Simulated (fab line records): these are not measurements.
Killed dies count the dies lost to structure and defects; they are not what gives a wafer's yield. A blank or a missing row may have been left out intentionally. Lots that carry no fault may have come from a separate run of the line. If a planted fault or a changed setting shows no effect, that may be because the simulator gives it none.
fab line records	flow gf180mcu
record lots=12	wafers=36	lastDay=34
route steps=602 shown SALICIDE@283 CONTACT@302 M1@315
lots that met no fault: taken from a fault-free run of the same line
startH: the number of hours between the record's first day and the start of the first shown wafer of the lot	waitH: hours from the lot's prior step to this one	" the same as in the row above	L1.1+2: a single row standing in for several wafers	- either no value or no given start	* or withheld: withheld	< > ~ a bound
route shown NAME@n: a module of which the file shows steps, and the number in the route of the first	usual: the fault-free wafers' mean and standard deviation	same: alike in all rows	chamber/n: place in a boat	sites: the reading at each site	_std_site: standard deviation across them	_edge_site: inner sites' mean taken away from outer sites' mean	radiusMm: for every site, how far away it sits from the centre of the wafer	mask NAME#n: copy n	behind: the last tool/chamber to shape the wafer	hold: why the lot was held/for how many hours/how that ended	device: which transistor (n, p or np) failed to switch	end of line: tests of these same wafers at the route's end	a step given without rows: its recipe and nothing more	killed: the dies lost at the first sort to structure and to defects; this is not the yield of the wafer	map: per-die view of a wafer (x killed, . not killed, _ where there is no die)
set.NAME: setting as actually run; set.NAME@STEP: the setting as run at that earlier step	model.NAME: the simulator's own value behind a step, which no gauge read
a sample of lots followed through the steps of the route, with each step as a table and each wafer as a row
services: when a tool's chamber went out of use (startH, in hours from the record's first day, below 0 if earlier), for how many hours, and the reason
## steps
# step GF_SALICIDE_THK_MEAS_05
# recipe thkMeasGauge=xrf	reads=TiN_of_SALICIDE_SPUTTER_03
# usual SALICIDE_TIN_THK=20.60/0.24
lot.wafer	tool	chamber	startH	waitH	SALICIDE_TIN_THK[nm]
L940.1	filmMetro-03	-	347.72	0.1	20.51
L940.3	"	-	"	"	20.32
L940.5	"	-	"	"	20.30
L941.2	filmMetro-03	-	351.78	0.1	20.32
L941.3	"	-	"	"	20.37
L941.6	"	-	"	"	20.67
L943.2	filmMetro-04	-	360.00	0.1	20.73
L943.3	"	-	"	"	20.57
L943.5	"	-	"	"	20.64
L942.2	filmMetro-04	-	363.09	0.1	20.43
L942.3	"	-	"	"	20.43
L942.5	"	-	"	"	20.45
L945.3	filmMetro-04	-	383.15	0.1	20.60
L945.5	"	-	"	"	20.61
L945.6	"	-	"	"	20.84
L955.2	filmMetro-03	-	477.44	0.1	21.38
L955.4	"	-	"	"	21.20
L955.6	"	-	"	"	21.34
L954.2	filmMetro-01	-	479.04	0.1	20.30
L954.4	"	-	"	"	20.14
L954.5	"	-	"	"	20.49
L959.2	filmMetro-04	-	513.37	0.1	20.32
L959.3	"	-	"	"	20.50
L959.6	"	-	"	"	20.43
L961.1	filmMetro-04	-	517.23	0.1	21.07
L961.3	"	-	"	"	20.80
L961.5	"	-	"	"	20.66
L960.1	filmMetro-03	-	520.71	0.1	20.69
L960.3	"	-	"	"	20.25
L960.5	"	-	"	"	20.22
L962.1	filmMetro-03	-	532.27	0.1	20.40
L962.3	"	-	"	"	20.80
L962.5	"	-	"	"	20.68
L963.2	filmMetro-03	-	540.84	0.1	20.63
L963.3	"	-	"	"	20.50
L963.5	"	-	"	"	20.42
# step GF_CONTACT_OVL_MEAS_15
# usual CONTACT_OVL=-1/5.4
lot.wafer	tool	chamber	startH	waitH	CONTACT_OVL[nm]
L940.1	overlay-02	-	370.82	0.1	-3
L940.3	"	-	"	"	0
L940.5	"	-	"	"	0
L941.2	overlay-02	-	375.22	0.1	-9
L941.3	"	-	"	"	-8
L941.6	"	-	"	"	-13
L943.2	overlay-02	-	383.77	0.1	-10
L943.3	"	-	"	"	-5
L943.5	"	-	"	"	-11
L942.2	overlay-02	-	386.98	0.1	0
L942.3	"	-	"	"	-1
L942.5	"	-	"	"	0
L945.3	overlay-01	-	407.74	0.1	-3
L945.5	"	-	"	"	-2
L945.6	"	-	"	"	-8
L955.2	overlay-01	-	501.93	0.1	3
L955.4	"	-	"	"	5
L955.6	"	-	"	"	1
L954.2	overlay-02	-	502.98	0.1	0
L954.4	"	-	"	"	0
L954.5	"	-	"	"	5
L959.2	overlay-01	-	537.73	0.1	13
L959.3	"	-	"	"	6
L959.6	"	-	"	"	8
L961.1	overlay-01	-	541.22	0.1	-5
L961.3	"	-	"	"	-4
L961.5	"	-	"	"	2
L960.1	overlay-01	-	543.32	0.1	5
L960.3	"	-	"	"	12
L960.5	"	-	"	"	2
L962.1	overlay-01	-	554.97	0.1	-2
L962.3	"	-	"	"	1
L962.5	"	-	"	"	-5
L963.2	overlay-02	-	563.83	0.1	1
L963.3	"	-	"	"	-2
L963.5	"	-	"	"	0
# step GF_CONTACT_CVD_24
# recipe material=W	targetThkNm=300	timeS=90.339	tempC=400	pressureTorr=40
# usual heaterPowerW=810/97
lot.wafer	tool	chamber	startH	waitH	heaterPowerW
L940.1	cvdW-02	1	371.43	0.0	694
L940.3	"	0	"	"	913
L940.5	"	1	"	"	706
L941.2	cvdW-01	1	375.81	0.0	890
L941.3	"	1	"	"	894
L941.6	"	0	"	"	860
L943.2	cvdW-02	1	384.36	0.0	699
L943.3	"	1	"	"	699
L943.5	"	0	"	"	918
L942.2	cvdW-02	1	387.57	0.0	686
L942.3	"	0	"	"	903
L942.5	"	0	"	"	937
L945.3	cvdW-02	0	408.36	0.1	910
L945.5	"	1	"	"	702
L945.6	"	0	"	"	905
L955.2	cvdW-02	1	502.52	0.0	717
L955.4	"	0	"	"	914
L955.6	"	0	"	"	945
L954.2	cvdW-02	0	503.57	0.0	911
L954.4	"	0	"	"	915
L954.5	"	1	"	"	705
L959.2	cvdW-02	0	538.32	0.0	906
L959.3	"	0	"	"	922
L959.6	"	0	"	"	956
L961.1	cvdW-01	0	541.83	0.0	799
L961.3	"	1	"	"	835
L961.5	"	1	"	"	855
L960.1	cvdW-02	0	544.19	0.0	908
L960.3	"	1	"	"	711
L960.5	"	0	"	"	925
L962.1	cvdW-02	1	555.57	0.0	700
L962.3	"	1	"	"	715
L962.5	"	0	"	"	922
L963.2	cvdW-01	0	564.45	0.1	808
L963.3	"	0	"	"	795
L963.5	"	0	"	"	779
# step GF_CONTACT_RS_MEAS_25
# recipe thkMeasGauge=four-point-probe	reads=W_of_CONTACT_CVD_24+TiN_of_CONTACT_SPUTTER_23+Ti_of_CONTACT_SPUTTER_22
# usual CONTACT_W_RS=0.382/0.0044
lot.wafer	tool	chamber	startH	waitH	hold	CONTACT_W_RS[ohm/sq]
L940.1	filmMetro-02	-	371.53	0.1	-	0.381
L940.3	"	-	"	"	-	0.380
L940.5	"	-	"	"	-	0.380
L941.2	filmMetro-04	-	375.93	0.1	-	0.381
L941.3	"	-	"	"	-	0.385
L941.6	"	-	"	"	-	0.388
L943.2	filmMetro-02	-	384.48	0.1	-	0.384
L943.3	"	-	"	"	-	0.386
L943.5	"	-	"	"	-	0.378
L942.2	filmMetro-04	-	387.69	0.1	awaitDispo/0.2h/release	0.299
L942.3	"	-	"	"	awaitDispo/0.2h/release	0.379
L942.5	"	-	"	"	awaitDispo/0.2h/release	0.377
L942.2	filmMetro-04	-	387.98	0.3	-	0.299
L942.3	"	-	"	"	-	0.378
L942.5	"	-	"	"	-	0.377
L945.3	filmMetro-02	-	408.46	0.1	awaitDispo/0.2h/release	0.374
L945.5	"	-	"	"	awaitDispo/0.2h/release	0.298
L945.6	"	-	"	"	awaitDispo/0.2h/release	0.376
L945.3	filmMetro-02	-	408.75	0.3	-	0.374
L945.5	"	-	"	"	-	0.299
L945.6	"	-	"	"	-	0.376
L955.2	filmMetro-02	-	502.64	0.1	-	0.388
L955.4	"	-	"	"	-	0.380
L955.6	"	-	"	"	-	0.382
L954.2	filmMetro-01	-	503.69	0.1	-	0.377
L954.4	"	-	"	"	-	0.381
L954.5	"	-	"	"	-	0.383
L959.2	filmMetro-02	-	538.44	0.1	-	0.377
L959.3	"	-	"	"	-	0.378
L959.6	"	-	"	"	-	0.377
L961.1	filmMetro-01	-	541.93	0.1	-	0.384
L961.3	"	-	"	"	-	0.392
L961.5	"	-	"	"	-	0.387
L960.1	filmMetro-04	-	544.29	0.1	-	0.379
L960.3	"	-	"	"	-	0.381
L960.5	"	-	"	"	-	0.374
L962.1	filmMetro-02	-	555.67	0.1	-	0.389
L962.3	"	-	"	"	-	0.390
L962.5	"	-	"	"	-	0.388
L963.2	filmMetro-02	-	564.64	0.2	-	0.378
L963.3	"	-	"	"	-	0.381
L963.5	"	-	"	"	-	0.386
# step GF_CONTACT_THK_MEAS_26
# recipe thkMeasGauge=xrf	reads=W_of_CONTACT_CVD_24
# usual CONTACT_W_THK=301/5
lot.wafer	tool	chamber	startH	waitH	hold	CONTACT_W_THK[nm]
L940.1	filmMetro-02	-	371.65	0.1	-	304
L940.3	"	-	"	"	-	305
L940.5	"	-	"	"	-	305
L941.2	filmMetro-04	-	376.04	0.1	-	296
L941.3	"	-	"	"	-	294
L941.6	"	-	"	"	-	292
L943.2	filmMetro-02	-	384.59	0.1	-	303
L943.3	"	-	"	"	-	299
L943.5	"	-	"	"	-	307
L942.2	filmMetro-04	-	390.98	3.0	awaitDispo/0.2h/release	378
L942.3	"	-	"	"	awaitDispo/0.2h/release	300
L942.5	"	-	"	"	awaitDispo/0.2h/release	301
L942.2	filmMetro-04	-	391.21	0.2	-	378
L942.3	"	-	"	"	-	303
L942.5	"	-	"	"	-	302
L945.3	filmMetro-02	-	411.05	2.3	awaitDispo/0.2h/release	311
L945.5	"	-	"	"	awaitDispo/0.2h/release	388
L945.6	"	-	"	"	awaitDispo/0.2h/release	309
L945.3	filmMetro-02	-	411.36	0.3	-	311
L945.5	"	-	"	"	-	388
L945.6	"	-	"	"	-	308
L955.2	filmMetro-02	-	502.75	0.1	-	296
L955.4	"	-	"	"	-	306
L955.6	"	-	"	"	-	302
L954.2	filmMetro-01	-	503.80	0.1	-	308
L954.4	"	-	"	"	-	306
L954.5	"	-	"	"	-	302
L959.2	filmMetro-02	-	538.55	0.1	-	308
L959.3	"	-	"	"	-	307
L959.6	"	-	"	"	-	307
L961.1	filmMetro-01	-	542.05	0.1	-	302
L961.3	"	-	"	"	-	297
L961.5	"	-	"	"	-	301
L960.1	filmMetro-04	-	544.41	0.1	-	300
L960.3	"	-	"	"	-	297
L960.5	"	-	"	"	-	302
L962.1	filmMetro-02	-	555.79	0.1	-	295
L962.3	"	-	"	"	-	292
L962.5	"	-	"	"	-	293
L963.2	filmMetro-02	-	564.75	0.1	-	301
L963.3	"	-	"	"	-	300
L963.5	"	-	"	"	-	298
# step GF_CONTACT_CMP_27
# recipe stopOn=SiO2	downForcePsi=3.5	platenRpm=60	tOverpolishS=15	targetThkNm=0	padVelocityMS=0.94248
# usual motorCurrentA=11.3/0.49	timeToEndpointS=71/3.9
lot.wafer	tool	chamber	startH	waitH	hold	motorCurrentA	timeToEndpointS
L940.1	cmp-02	0	371.76	0.1	-	12.0	66
L940.3	"	2	"	"	-	11.6	63
L940.5	"	0	"	"	-	12.3	66
L941.3	cmp-01	1	376.14	0.1	-	10.7	71
L941.2	"	3	"	"	-	12.0	73
L941.6	"	0	"	"	-	10.6	74
L943.2	cmp-01	1	385.13	0.5	-	11.2	69
L943.3	"	2	"	"	-	11.9	76
L943.5	"	3	"	"	-	12.0	72
L942.2	cmp-01	1	394.37	3.2	awaitDispo/3.1h/release	10.8	93
L942.3	"	2	"	"	awaitDispo/3.1h/release	11.2	79
L942.5	"	1	"	"	awaitDispo/3.1h/release	11.0	76
L945.3	cmp-01	3	412.83	1.5	awaitDispo/1.2h/release	11.7	70
L945.6	"	1	"	"	awaitDispo/1.2h/release	10.7	74
L945.5	"	2	"	"	awaitDispo/1.2h/release	11.2	101
L955.4	cmp-02	1	502.80	0.0	-	11.8	71
L955.2	"	2	"	"	-	11.3	67
L955.6	"	2	"	"	-	11.4	63
L954.2	cmp-02	2	503.90	0.1	-	10.7	64
L954.4	"	0	"	"	-	12.1	69
L954.5	"	2	"	"	-	11.6	66
L959.2	cmp-01	3	538.60	0.0	-	11.8	76
L959.3	"	1	"	"	-	11.3	72
L959.6	"	3	"	"	-	11.8	76
L961.1	cmp-01	0	542.21	0.1	-	11.4	73
L961.3	"	1	"	"	-	11.1	71
L961.5	"	2	"	"	-	11.5	74
L960.1	cmp-01	2	544.57	0.1	-	11.8	80
L960.3	"	3	"	"	-	11.8	73
L960.5	"	0	"	"	-	11.1	76
L962.3	cmp-02	1	555.90	0.1	-	11.0	67
L962.1	"	3	"	"	-	11.1	66
L962.5	"	1	"	"	-	11.5	66
L963.2	cmp-01	0	564.80	0.0	-	11.3	75
L963.3	"	2	"	"	-	11.9	76
L963.5	"	1	"	"	-	10.6	68
# step GF_M1_SPUTTER_00
# recipe material=Ti	targetThkNm=37.5	arrivingIonEnergyEv=80	substrateTempC=200	chamberPressurePa=2	powerW=4000	timeS=150
# usual throttleValvePct=29.6/0.92
lot.wafer	tool	chamber	startH	waitH	throttleValvePct
L940.1	pvdSputter-02	-	372.01	0.2	28.5
L940.3	"	-	"	"	30.8
L940.5	"	-	"	"	28.3
L941.2	pvdSputter-04	-	376.39	0.1	29.5
L941.3	"	-	"	"	28.0
L941.6	"	-	"	"	28.1
L943.2	pvdSputter-02	-	385.33	0.1	31.3
L943.3	"	-	"	"	30.6
L943.5	"	-	"	"	31.4
L942.2	pvdSputter-03	-	394.62	0.2	30.0
L942.3	"	-	"	"	29.8
L942.5	"	-	"	"	29.7
L945.3	pvdSputter-02	-	413.03	0.1	28.4
L945.5	"	-	"	"	28.3
L945.6	"	-	"	"	30.9
L955.2	pvdSputter-03	-	503.10	0.2	29.9
L955.4	"	-	"	"	29.9
L955.6	"	-	"	"	29.9
L954.2	pvdSputter-03	-	504.15	0.2	28.7
L954.4	"	-	"	"	30.0
L954.5	"	-	"	"	30.0
L959.2	pvdSputter-04	-	538.90	0.2	28.0
L959.3	"	-	"	"	29.6
L959.6	"	-	"	"	28.2
L961.1	pvdSputter-02	-	542.41	0.1	28.0
L961.3	"	-	"	"	31.4
L961.5	"	-	"	"	30.3
L960.1	pvdSputter-04	-	544.77	0.1	29.6
L960.3	"	-	"	"	28.9
L960.5	"	-	"	"	29.5
L962.1	pvdSputter-03	-	556.15	0.1	30.0
L962.3	"	-	"	"	30.0
L962.5	"	-	"	"	30.0
L963.2	pvdSputter-03	-	565.10	0.2	29.8
L963.3	"	-	"	"	28.6
L963.5	"	-	"	"	29.8
## services
tool	chamber	startH	hours	kind
pvdSputter-04	-	354.12	8.8	repair
cmp-01	-	355.67	13.7	repair
cmp-02	-	366.59	1.8	repair
cmp-02	-	372.02	13.3	pm
pvdSputter-02	-	373.88	3.1	repair
pvdSputter-02	-	373.91	8.9	repair
cvdW-01	-	390.00	14.0	pm
cvdW-02	0	392.30	1.9	repair
cvdW-02	1	396.82	10.6	repair
cmp-02	-	404.00	4.0	pm
cvdW-02	0	418.46	9.8	repair
pvdSputter-03	-	426.14	1.5	repair
cvdW-02	0	428.34	2.7	repair
cmp-02	-	474.23	2.1	repair
cmp-01	-	479.92	3.2	pm
cvdW-02	-	482.86	14.6	pm
cmp-02	-	490.79	1.3	repair
cmp-02	-	494.97	3.8	pm
cmp-01	-	508.23	0.8	repair
cvdW-02	0	510.65	3.9	repair
cmp-01	-	520.74	15.4	pm
pvdSputter-02	-	531.79	3.8	repair
cmp-01	-	557.71	1.2	repair
cmp-01	-	559.27	1.8	repair
## key
firstSign step=GF_CONTACT_RS_MEAS_25	reading=visit	direction=added
effect step=GF_CONTACT_RS_MEAS_25	reading=CONTACT_W_RS	direction=down	sigmas=19	usual=0.382	struck=0.298
effect step=GF_CONTACT_THK_MEAS_26	reading=visit	direction=added
effect step=GF_CONTACT_THK_MEAS_26	reading=CONTACT_W_THK	direction=up	sigmas=17	usual=301	struck=383
effect step=GF_CONTACT_CMP_27	reading=timeToEndpointS	direction=up	sigmas=6.5	usual=*	struck=*
metAt GF_CONTACT_CVD_24
struckLots L942,L945
struckWafers L942.2,L945.5
testerLeftOut L942,L945
notActingAt GF_SALICIDE_THK_MEAS_05,GF_CONTACT_OVL_MEAS_15,GF_M1_SPUTTER_00
onsetBetween 384.36 387.57
fault kind=processParameterDrift	tool=cvdW-02	chamber=1	onsetH=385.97	steps=GF_CONTACT_CVD_24	channel=targetThkNm	offset=82.96	shape=step	endH=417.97	actsIn=theseRecipesOnly	stated=300
# testerLeftOut: of these lots the tester's yield and bins aren't shown, on N5 and GAA mostly nor the transistor test; their killed dies are dies lost to structure and defects alone, not to doping, threshold or leakage, so they don't give the yield
